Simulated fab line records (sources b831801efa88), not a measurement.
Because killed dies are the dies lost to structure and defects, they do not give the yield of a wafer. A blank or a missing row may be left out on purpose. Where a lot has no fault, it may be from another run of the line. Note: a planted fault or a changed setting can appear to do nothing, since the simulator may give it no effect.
Which of the tools did it? -- flow sky130 -- 12 lots (36 wafers sampled), 1 step of a 708-step route

## WHAT EACH GAUGE READ, for each wafer
SKY_RES_XHIGH_TW_MEAS_09.
lot,measured,on,RES_XHIGH_TW
L075,day 26 11:51,film_metro-02,1637 1630 1627
L077,day 27 11:53,film_metro-03,1629 1619 1614
L079,day 27 22:12,film_metro-01,1643 1645 1637
L081,day 28 22:57,film_metro-01,1641 1634 1633
L083,day 29 13:00,film_metro-01,1629 1626 1641
L085,day 30 06:44,film_metro-02,1627 1629 1629
L087,day 31 12:50,film_metro-01,1641 1632 1627
L088,day 32 19:15,film_metro-03,1626 1628 1620
L091,day 33 09:41,film_metro-02,1624 1626 1621
L093,day 33 21:38,film_metro-02,1617 1614 1614
L094,day 34 18:14,film_metro-01,1631 1639 1637
L096,day 35 00:40,film_metro-01,1632 1617 1619

## EACH LOT AND THE TOOL THAT RAN IT (in order: tool; ch and the chambers of the sampled wafers; start)
The record holds no process step before these readings.

## THE ANSWER, worked out from the rows above alone
Rule: what is usual is taken from the lots themselves. The widest of any qualifying gaps counts: lots, ordered by their means at a reading, are off when they make up no more than a third of the lots, leave a main group of 4 or more, and stand apart from it by 3 or more times the standard deviation of that group's means. Not used: any main group whose means are identical at the precision the tables above print for the reading. Also off: a lot with no number at a reading for which 4 or more lots have one. Where the step has rows for the other lots, those lots are counted as sound.
No lot is off on any of the readings shown, so nothing can be concluded from this.

## WHAT THE SIMULATOR PUT IN
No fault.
